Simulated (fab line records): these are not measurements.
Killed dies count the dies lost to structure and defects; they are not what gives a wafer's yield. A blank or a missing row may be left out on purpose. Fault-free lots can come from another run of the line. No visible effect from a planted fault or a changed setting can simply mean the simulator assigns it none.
fab line records | flow sky130
record: lots: 7 wafers: 21 last_day: 49
route steps=708 shown METAL2@485
lots untouched by any fault: they come from a run of this same line in which no faults occurred
start_h: hours from the record's first day to the start of the lot's first wafer shown | wait_h: hours since the lot's step before | " same as the row above | L1.1+2: a row that stands for several wafers | - either no value or no given start | * or withheld: withheld | < > ~ a bound
route shown NAME@n: NAME is a module with steps in the file, n the number in the route of the first one | usual: mean/standard deviation of fault-free wafers | same: alike in all rows | chamber/n: place in a boat | sites: the reading at each site | _std_site: the standard deviation of these | _edge_site: mean of outer sites minus mean of inner sites | radius_mm: how far each site lies from the wafer's centre | mask NAME#n: copy n | behind: the last tool/chamber to shape the wafer | hold: cause of the lot's hold/its duration in hours/its outcome | device: whichever transistor did not switch (one of n, p or np) | end of line: the same wafers' tests at the end of the route | a step with no rows: only its recipe | killed: count of dies lost to structure and defects at first sort (not the wafer's yield) | map: a wafer's dies, x killed, . not, _ none there
set.NAME: the setting as run; set.NAME@STEP: as run at that earlier step | model.NAME: the simulator's own value behind a step, which no gauge read
certain route steps with their lots: each step a table, each wafer a row
services: the hour from which a tool's chamber was out of use, counted from the record's first day as start_h (under 0 if before that day), plus the number of hours and why
== steps ==
step: SKY_METAL2_SPUTTER_02
recipe: material: AlCu target_thk_nm: 250 power_w: 10600 time_s: 13.3 chamber_pressure_pa: 0.4
usual: throttle_valve_pct: 29.2/0.91
columns lot.wafer tool chamber start_h wait_h throttle_valve_pct
L208.1 pvd_sputter-01 - 798.10 0.0 29.6
L208.4 " - " " 29.2
L208.6 " - " " 29.2
L212.2 pvd_sputter-01 - 831.91 0.0 30.6
L212.5 " - " " 28.0
L212.6 " - " " 28.8
L213.1 pvd_sputter-02 - 842.03 0.0 28.1
L213.2 " - " " 29.0
L213.6 " - " " 29.2
L214.2 pvd_sputter-02 - 850.05 0.0 29.6
L214.3 " - " " 28.3
L214.5 " - " " 27.9
L215.1 pvd_sputter-03 - 851.70 0.0 29.4
L215.2 " - " " 30.0
L215.5 " - " " 30.8
L223.2 pvd_sputter-03 - 915.18 0.0 29.2
L223.3 " - " " 30.4
L223.4 " - " " 29.0
L226.3 pvd_sputter-02 - 943.84 0.0 29.0
L226.4 " - " " 27.8
L226.6 " - " " 29.2
step: SKY_METAL2_SPUTTER_03
recipe: material: Ti target_thk_nm: 5 power_w: 3000 time_s: 3.3 chamber_pressure_pa: 0.4
usual: throttle_valve_pct: 29.2/0.94
columns lot.wafer tool chamber start_h wait_h throttle_valve_pct
L208.1 pvd_sputter-01 - 798.12 0.0 29.5
L208.4 " - " " 29.1
L208.6 " - " " 29.7
L212.2 pvd_sputter-01 - 831.94 0.0 30.5
L212.5 " - " " 27.9
L212.6 " - " " 28.9
L213.1 pvd_sputter-02 - 842.05 0.0 28.2
L213.2 " - " " 29.0
L213.6 " - " " 29.0
L214.2 pvd_sputter-02 - 850.07 0.0 29.3
L214.3 " - " " 27.8
L214.5 " - " " 28.0
L215.1 pvd_sputter-03 - 851.73 0.0 29.3
L215.2 " - " " 30.5
L215.5 " - " " 30.8
L223.2 pvd_sputter-03 - 915.21 0.0 29.3
L223.3 " - " " 30.5
L223.4 " - " " 29.4
L226.3 pvd_sputter-02 - 943.86 0.0 29.1
L226.4 " - " " 27.8
L226.6 " - " " 29.5
step: SKY_METAL2_SPUTTER_04
recipe: material: TiN target_thk_nm: 70 power_w: 6500 time_s: 58.3 chamber_pressure_pa: 0.4
usual: throttle_valve_pct: 29.2/0.92
columns lot.wafer tool chamber start_h wait_h throttle_valve_pct
L208.1 pvd_sputter-01 - 798.14 0.0 29.8
L208.4 " - " " 29.1
L208.6 " - " " 29.5
L212.2 pvd_sputter-01 - 831.95 0.0 30.4
L212.5 " - " " 28.0
L212.6 " - " " 29.1
L213.1 pvd_sputter-02 - 842.07 0.0 28.1
L213.2 " - " " 29.2
L213.6 " - " " 29.0
L214.2 pvd_sputter-02 - 850.09 0.0 29.4
L214.3 " - " " 28.2
L214.5 " - " " 28.0
L215.1 pvd_sputter-03 - 851.75 0.0 29.1
L215.2 " - " " 30.3
L215.5 " - " " 30.7
L223.2 pvd_sputter-03 - 915.23 0.0 29.3
L223.3 " - " " 30.1
L223.4 " - " " 29.1
L226.3 pvd_sputter-02 - 943.88 0.0 29.0
L226.4 " - " " 27.8
L226.6 " - " " 29.4
step: SKY_METAL2_RS_MEAS_05
recipe: thk_meas_gauge: four-point-probe reads: TiN_of_METAL2_SPUTTER_04+Ti_of_METAL2_SPUTTER_03+AlCu_of_METAL2_SPUTTER_02+TiN_of_METAL2_SPUTTER_01+Ti_of_METAL2_SPUTTER_00
usual: METAL2_ALCU_RS: 0.1273/0.0015
columns lot.wafer tool chamber start_h wait_h METAL2_ALCU_RS[ohm/sq]
L208.1 film_metro-03 - 798.19 0.0 0.1271
L208.4 " - " " 0.1264
L208.6 " - " " 0.1260
L212.2 film_metro-02 - 832.02 0.0 0.1277
L212.5 " - " " 0.1274
L212.6 " - " " 0.1266
L213.1 film_metro-02 - 842.12 0.0 0.1291
L213.2 " - " " 0.1287
L213.6 " - " " 0.1297
L214.2 film_metro-02 - 850.16 0.0 0.1281
L214.3 " - " " 0.1281
L214.5 " - " " 0.1267
L215.1 film_metro-03 - 851.80 0.0 0.1289
L215.2 " - " " 0.1290
L215.5 " - " " 0.1282
L223.2 film_metro-02 - 915.29 0.0 0.1290
L223.3 " - " " 0.1293
L223.4 " - " " 0.1303
L226.3 film_metro-04 - 943.97 0.1 0.1287
L226.4 " - " " 0.1290
L226.6 " - " " 0.1288
step: SKY_METAL2_THK_MEAS_06
recipe: thk_meas_gauge: xrf reads: AlCu_of_METAL2_SPUTTER_02
usual: METAL2_ALCU_THK: 245/3.1
columns lot.wafer tool chamber start_h wait_h METAL2_ALCU_THK[nm]
L208.1 film_metro-03 - 798.31 0.1 241
L208.4 " - " " 244
L208.6 " - " " 242
L212.2 film_metro-02 - 832.13 0.1 247
L212.5 " - " " 248
L212.6 " - " " 246
L213.1 film_metro-02 - 842.24 0.1 244
L213.2 " - " " 246
L213.6 " - " " 243
L214.2 film_metro-02 - 850.27 0.1 247
L214.3 " - " " 248
L214.5 " - " " 250
L215.1 film_metro-03 - 851.92 0.1 241
L215.2 " - " " 241
L215.5 " - " " 243
L223.2 film_metro-02 - 915.40 0.1 244
L223.3 " - " " 243
L223.4 " - " " 242
L226.3 film_metro-04 - 944.07 0.1 241
L226.4 " - " " 242
L226.6 " - " " 242
step: SKY_METAL2_DEHYDRATE_07
recipe: temp_c: 200 time_s: 60
step: SKY_METAL2_HMDS_08
recipe: prime_time_s: 60 prime_temp_c: 120
step: SKY_METAL2_COAT_09
recipe: resist: BARC temp_c: withheld time_s: withheld spin_rpm: 3000 resist_thk_nm: 60
step: SKY_METAL2_COAT_10
recipe: resist: KrF-thick spin_rpm: 3000 resist_thk_nm: 450
step: SKY_METAL2_SOFTBAKE_11
recipe: temp_c: 100 time_s: 86.95 resist: KrF-thick
step: SKY_METAL2_EXPOSE_12
recipe: mask_id: MM2 na: 0.8 source_shape: annular sigma_inner: 0.55 sigma_outer: 0.85 target_cd_nm: 140 dose_mj: 28
step: SKY_METAL2_PEB_13
recipe: peb_temp_c: withheld peb_time_s: withheld resist: KrF-thick
step: SKY_METAL2_DEVELOP_14
recipe: develop_time_s: 60 resist: KrF-thick dev_temp_c: 21
usual: chill_plate_temp_C: 23.00/0.11 develop_time_s: 60/0
columns lot.wafer tool chamber start_h wait_h chill_plate_temp_C develop_time_s model.KrF-thick_of_METAL2_COAT_10.thk_nm
L208.1 litho_track-04 0 824 - 23.06 60 436.9
L208.4 " 0 " " 22.98 60 436.5
L208.6 " 0 " " 23.07 60 437
L212.2 litho_track-03 0 857 - 23.16 60 439
L212.5 " 0 " " 23.02 60 436.5
L212.6 " 0 " " 23.17 60 437.3
L213.1 litho_track-02 - 867 - - - 450.1
L213.2 " - " " - - 449.5
L213.6 " - 868 - - - 450.9
L214.2 litho_track-04 - 875 - - - 449.1
L214.3 " - " " - - 450.2
L214.5 " - " " - - 450.3
L215.1 litho_track-03 - 876 - - - 449.7
L215.2 " - " " - - 451.1
L215.5 " - " " - - 450.7
L223.2 litho_track-02 0 939 - 22.91 60 439.6
L223.3 " 0 " " 22.94 60 439.6
L223.4 " 0 " " 22.83 60 439.7
L226.3 litho_track-02 0 967 - 22.94 60 437.4
L226.4 " 0 " " 23.04 60 437.3
L226.6 " 0 " " 23.13 60 438.2
step: SKY_METAL2_CD_MEAS_15
recipe: target_cd_nm: 140
usual: cd_nm: 139.8/1.7
columns lot.wafer tool chamber start_h wait_h cd_nm
L208.1 cd_sem-02 - 824.77 - 141.5
L208.4 " - " " 142.6
L208.6 " - " " 143.6
L212.2 cd_sem-01 - 857.90 - 139.0
L212.5 " - " " 139.0
L212.6 " - " " 141.7
L213.1 cd_sem-01 - 868.04 - -
L213.2 " - " " -
L213.6 " - " " -
L214.2 cd_sem-01 - 875.74 - -
L214.3 " - " " -
L214.5 " - " " -
L215.1 cd_sem-02 - 877.03 - -
L215.2 " - " " -
L215.5 " - " " -
L223.2 cd_sem-02 - 939.64 - 139.1
L223.3 " - " " 138.9
L223.4 " - " " 138.9
L226.3 cd_sem-02 - 967.28 - 138.6
L226.4 " - " " 139.9
L226.6 " - " " 140.9
== services ==
columns tool chamber start_h hours kind
pvd_sputter-02 - 807.31 0.6 repair
pvd_sputter-02 1 860.85 - consumable_replace:kit
pvd_sputter-02 1 860.85 18.0 scheduled_down
pvd_sputter-02 1 860.85 18.0 vent_cycle
pvd_sputter-02 - 879.21 1.4 repair
pvd_sputter-02 - 935.66 2.6 repair
pvd_sputter-01 3 937.05 - consumable_replace:kit
pvd_sputter-01 3 937.05 18.0 scheduled_down
pvd_sputter-01 3 937.05 18.0 vent_cycle
pvd_sputter-02 - 946.19 4.0 repair
pvd_sputter-02 - 960.31 6.9 repair
== key ==
first_sign: step: SKY_METAL2_DEVELOP_14 reading: tool_record direction: missing
effect none on later readings
model_effect: step: SKY_METAL2_DEVELOP_14 value: KrF-thick_of_METAL2_COAT_10.thk_nm without: 436.2 struck: 450.2
met_at SKY_METAL2_DEVELOP_14
struck_wafers L213.1,L213.2,L213.6,L214.2,L214.3,L214.5,L215.1,L215.2,L215.5
later_rows_left_out L213.1,L213.2,L213.6,L214.2,L214.3,L214.5,L215.1,L215.2,L215.5
sort_left_out L213.1,L213.2,L213.6,L214.2,L214.3,L214.5,L215.1,L215.2,L215.5
onset_between 857 867
fault: kind: skipped_step_whole tool: litho_track-02,litho_track-03,litho_track-04 chamber: - onset_h: 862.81 steps: SKY_METAL2_DEVELOP_14 scope: struck_lots_only
sort_left_out: the simulated sort isn't trusted on such a fault, so these wafers' sort isn't shown, and their yield isn't known
later_rows_left_out: the simulator's readings of these wafers behind a module that went badly wrong aren't trusted and aren't shown, but for the sort
